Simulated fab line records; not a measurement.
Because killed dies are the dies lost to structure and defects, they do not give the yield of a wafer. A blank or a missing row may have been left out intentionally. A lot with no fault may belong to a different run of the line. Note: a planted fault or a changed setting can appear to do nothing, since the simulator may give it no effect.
Which tool did it? | flow sky130 | Sampling: 12 lots, 36 wafers, 5 of 708 route steps

== WHAT THE GAUGES SHOWED, per wafer ==
SKY_METAL2_THK_MEAS_06: measures by xrf.
lot  | measured     | on           | METAL2_ALCU_THK (nm)
L185 | day 34 02:50 | filmMetro-03 | 253 249 251
L186 | day 34 11:47 | filmMetro-01 | 253 255 253
L187 | day 34 12:45 | filmMetro-03 | 244 246 247
L188 | day 34 21:46 | filmMetro-03 | 249 247 250
L191 | day 35 22:38 | filmMetro-04 | 252 250 251
L193 | day 36 15:32 | filmMetro-04 | 247 247 249
L194 | day 37 00:26 | filmMetro-01 | 253 247 249
L195 | day 37 06:11 | filmMetro-04 | 253 252 252
L196 | day 37 17:52 | filmMetro-04 | 255 256 257
L199 | day 38 10:33 | filmMetro-04 | 252 257 254
L200 | day 38 21:08 | filmMetro-04 | 256 258 256
L208 | day 41 05:31 | filmMetro-01 | 254 258 253

SKY_VIA2_THK_MEAS_01.
lot  | measured     | on           | VIA2_HDPCVD_THK (nm)
L185 | day 35 06:46 | filmMetro-03 | 1178 1176 1194
L186 | day 35 15:05 | filmMetro-01 | 1173 1172 1203
L187 | day 35 15:44 | filmMetro-03 | 1180 1192 1178
L188 | day 36 00:11 | filmMetro-02 | 1186 1164 1179
L191 | day 37 01:32 | filmMetro-02 | 1192 1166 1190
L193 | day 37 18:17 | filmMetro-03 | 1187 1183 1173
L194 | day 38 03:25 | filmMetro-01 | 1192 1190 1202
L195 | day 38 08:37 | filmMetro-01 | 1189 1205 1181
L196 | day 38 20:40 | filmMetro-02 | 1174 1183 1178
L199 | day 39 12:45 | filmMetro-03 | 454 1201 457
L200 | day 39 22:35 | filmMetro-03 | 1183 432 1202
L208 | day 42 07:13 | filmMetro-02 | 1212 1187 1202

== WHICH TOOL RAN EACH LOT (tool, then ch and the chambers of the sampled wafers, then the start) ==
lot  | SKY_VIA1_CMP_02               | SKY_METAL2_SPUTTER_01       | SKY_VIA2_HDPCVD_00
L185 | cmp-01 ch 0,1, day 32 21:59   | pvdSputter-03, day 34 02:35 | hdpcvd-02 ch 0,2, day 35 06:38
L186 | cmp-02 ch 1,2,3, day 33 07:17 | pvdSputter-04, day 34 11:32 | hdpcvd-01 ch 0,2, day 35 14:58
L187 | cmp-01 ch 0,3, day 33 08:20   | pvdSputter-03, day 34 12:30 | hdpcvd-02 ch 0,1,2, day 35 15:37
L188 | cmp-01 ch 0,1,2, day 33 17:25 | pvdSputter-03, day 34 21:32 | hdpcvd-02 ch 0,1, day 36 00:03
L191 | cmp-01 ch 0,1, day 34 18:17   | pvdSputter-04, day 35 22:23 | hdpcvd-01 ch 0,1, day 37 01:25
L193 | cmp-02 ch 0,1,3, day 35 11:31 | pvdSputter-01, day 36 15:18 | hdpcvd-01 ch 0,1,2, day 37 18:10
L194 | cmp-02 ch 0,2, day 35 21:09   | pvdSputter-03, day 37 00:11 | hdpcvd-01 ch 0,2, day 38 03:16
L195 | cmp-01 ch 0,1,3, day 36 01:47 | pvdSputter-04, day 37 05:56 | hdpcvd-02 ch 1,2, day 38 08:28
L196 | cmp-02 ch 0,1,2, day 36 13:52 | pvdSputter-01, day 37 17:37 | hdpcvd-01 ch 0,1,2, day 38 20:32
L199 | cmp-02 ch 1,2, day 37 07:10   | pvdSputter-04, day 38 10:17 | hdpcvd-01 ch 0,1, day 39 12:37
L200 | cmp-02 ch 0,1,2, day 37 17:25 | pvdSputter-01, day 38 20:54 | hdpcvd-01 ch 0,1,2, day 39 22:28
L208 | cmp-02 ch 0,1, day 40 02:58   | pvdSputter-04, day 41 05:16 | hdpcvd-02 ch 1,2, day 42 07:05
- SKY_VIA1_CMP_02: polishes SiO2.
- SKY_METAL2_SPUTTER_01: material TiN, target thk 20 nm, time 16.7 s.
- SKY_VIA2_HDPCVD_00: deposits SiO2, target thk 1180 nm, time 196.7 s.

== WHAT THE TOOLS THEMSELVES READ (means of the sampled wafers that have a number; where no wafer has one, the mark that the record gives instead) ==
SKY_VIA1_CMP_02.
lot  | tool   | motorCurrentA (A)
L185 | cmp-01 | 11.8
L186 | cmp-02 | 12.9
L187 | cmp-01 | 12.9
L188 | cmp-01 | 12.0
L191 | cmp-01 | 12.5
L193 | cmp-02 | 13.0
L194 | cmp-02 | 13.8
L195 | cmp-01 | 12.4
L196 | cmp-02 | 13.8
L199 | cmp-02 | 12.6
L200 | cmp-02 | 13.4
L208 | cmp-02 | 12.3

SKY_METAL2_SPUTTER_01.
lot  | tool          | throttleValvePct (%)
L185 | pvdSputter-03 | 30.6
L186 | pvdSputter-04 | 30.3
L187 | pvdSputter-03 | 30.8
L188 | pvdSputter-03 | 30.4
L191 | pvdSputter-04 | 29.5
L193 | pvdSputter-01 | 29.3
L194 | pvdSputter-03 | 31.0
L195 | pvdSputter-04 | 30.4
L196 | pvdSputter-01 | 29.8
L199 | pvdSputter-04 | 30.2
L200 | pvdSputter-01 | 28.4
L208 | pvdSputter-04 | 29.6

SKY_VIA2_HDPCVD_00.
lot  | tool      | pressureMtorr (mTorr)
L185 | hdpcvd-02 | 6.006
L186 | hdpcvd-01 | 6.010
L187 | hdpcvd-02 | 6.001
L188 | hdpcvd-02 | 6.014
L191 | hdpcvd-01 | 6.005
L193 | hdpcvd-01 | 5.995
L194 | hdpcvd-01 | 5.995
L195 | hdpcvd-02 | 5.995
L196 | hdpcvd-01 | 5.998
L199 | hdpcvd-01 | 6.009
L200 | hdpcvd-01 | 6.004
L208 | hdpcvd-02 | 5.988

== THE ANSWER, worked out from the rows above alone ==
Rule: what is usual is taken from the lots themselves. The widest of any qualifying gaps counts: lots, ordered by their means at a reading, are off when they make up no more than a third of the lots, leave a main group of 4 or more, and stand apart from it by 3 or more times the standard deviation of that group's means. A main group whose means are all the same, to the digits that the tables above print for the reading, isn't used. Also off: a lot with no number at a reading for which 4 or more lots have one. Where the step has rows for the other lots, those lots are counted as sound. After the gauges, taken in route order, come the tools' own readings; for these a lot's mean is taken, as printed above. At the first step where some lot is off, the reading lying furthest off is the one used; lots without a number count as furthest.
Off: at SKY_VIA2_THK_MEAS_01 (VIA2_HDPCVD_THK), L199, L200. Mean 1185 nm and standard deviation 7.3 in the main group.
A tool fits if, at a process step before that reading, it ran every lot that is off, and no sound lot after the first of them. Gauges at SKY_VIA2_THK_MEAS_01: tried the same way as those tools. Undecided on this evidence; 2 tools fit (hdpcvd-01 at SKY_VIA2_HDPCVD_00, filmMetro-03 at SKY_VIA2_THK_MEAS_01).

== WHAT HAD BEEN PUT IN BY THE SIMULATOR ==
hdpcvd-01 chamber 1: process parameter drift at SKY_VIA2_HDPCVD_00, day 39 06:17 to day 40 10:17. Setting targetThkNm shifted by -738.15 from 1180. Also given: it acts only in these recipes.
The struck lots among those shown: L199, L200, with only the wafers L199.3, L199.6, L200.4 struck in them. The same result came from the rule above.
